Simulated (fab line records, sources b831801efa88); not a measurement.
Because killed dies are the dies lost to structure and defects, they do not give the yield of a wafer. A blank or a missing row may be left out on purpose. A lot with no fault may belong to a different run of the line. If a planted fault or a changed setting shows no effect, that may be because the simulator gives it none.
Problem report in the 8D (eight disciplines) form, filled by code ; flow sky130 ; the parts of the form that need people (team, actions taken, sign-off) are left out

## 1. THE ISSUE
Wafers without a fault read 16, standard deviation 4.7; killed at front end at SKY_PAD_OPEN_PROBE_99 reads a mean of 420 on 4 wafers belonging to 3 lots. That is +86 standard deviations from the usual mean.
Seen first at day 50 06:05 on prober-02, wafer L602.3. Wafers with a number at this step in the record: 8, from 4 lots. Rule for "out" (also "out of limits"): further than 4 standard deviations from the usual mean. The other wafers with a number count as sound.

## 2. WHAT IT IS; WHAT IT IS NOT
question;is;is not
which readings at this step;killed at front end, killed dies, killed on rim;killed_at_M0_to_M3, killed at contacts, killed at other, killed open, killed short
which lots;L602, L603, L604;L594
which wafers of those lots;L602.3, L603.3, L603.4, L604.4;L602.6, L604.2
read on which tools;prober-01, prober-02;-
when;from day 50 06:05;"up to then (2 sound wafers); but 2 sound wafers of L602, L604 came after"

## 3. SUSPECTS, AND WHAT RULES EACH OUT
Counting: a tool at a process step up to the reading stays a suspect if it ran every lot that is out. Sound lots after the first of them don't rule it out here, since some wafers of a struck lot are sound.
- litho track-01 at SKY_NWELL_DEVELOP_09 (develop time 60 s): kept. It ran every lot that is out, first L602 (day 9 01:00).
Remaining after the count: litho track-01 at SKY_NWELL_DEVELOP_09.

## 4. THE CAUSE (what the simulator had put in)
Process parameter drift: litho track-01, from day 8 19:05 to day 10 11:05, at SKY_NWELL_DEVELOP_09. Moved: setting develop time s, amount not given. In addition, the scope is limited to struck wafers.
The count eliminated every tool but this one.

## 5. THE EFFECT CHAIN, in route order
Each row: a reading where the mean over the struck wafers with a number is more than 3 standard deviations away from the usual. Readings are gone through only where the record gives a usual standard deviation; hours: the median, over the lots, of the time from a lot's start at the first step in this table giving one to that lot's start at this step; sigmas: the change measured in usual standard deviations.
hours;step;reading;usual;on struck wafers;change;sigmas
0;SKY_PAD_OPEN_PROBE_99;killed at front end;16;420;+404;+86
0;SKY_PAD_OPEN_PROBE_99;killed dies;87;492;+405;+41
0;SKY_PAD_OPEN_PROBE_99;killed on rim;17;96;+79;+21
The process steps in it:
- SKY_PAD_OPEN_PROBE_99
Readings that are blank on the struck wafers while sound wafers have them: NWELL_00_OVL at SKY_NWELL_OVL_MEAS_10.

## 6. HOW IT WOULD HAVE BEEN CAUGHT EARLIER
995 hours passed between the start of the fault at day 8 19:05 and the first reading out of limits in this record, taken at day 50 06:05.
Between SKY_NWELL_DEVELOP_09 and SKY_PAD_OPEN_PROBE_99, SKY_NWELL_OVL_MEAS_10 gave no NWELL_00_OVL on the struck wafers, where sound wafers have one: a measuring or inspecting step that comes back empty is itself a sign.
By day 50 06:05, every lot that is out (3) had started SKY_NWELL_DEVELOP_09 on litho track-01. Had the tool been put on hold then, not one of them would have been saved.
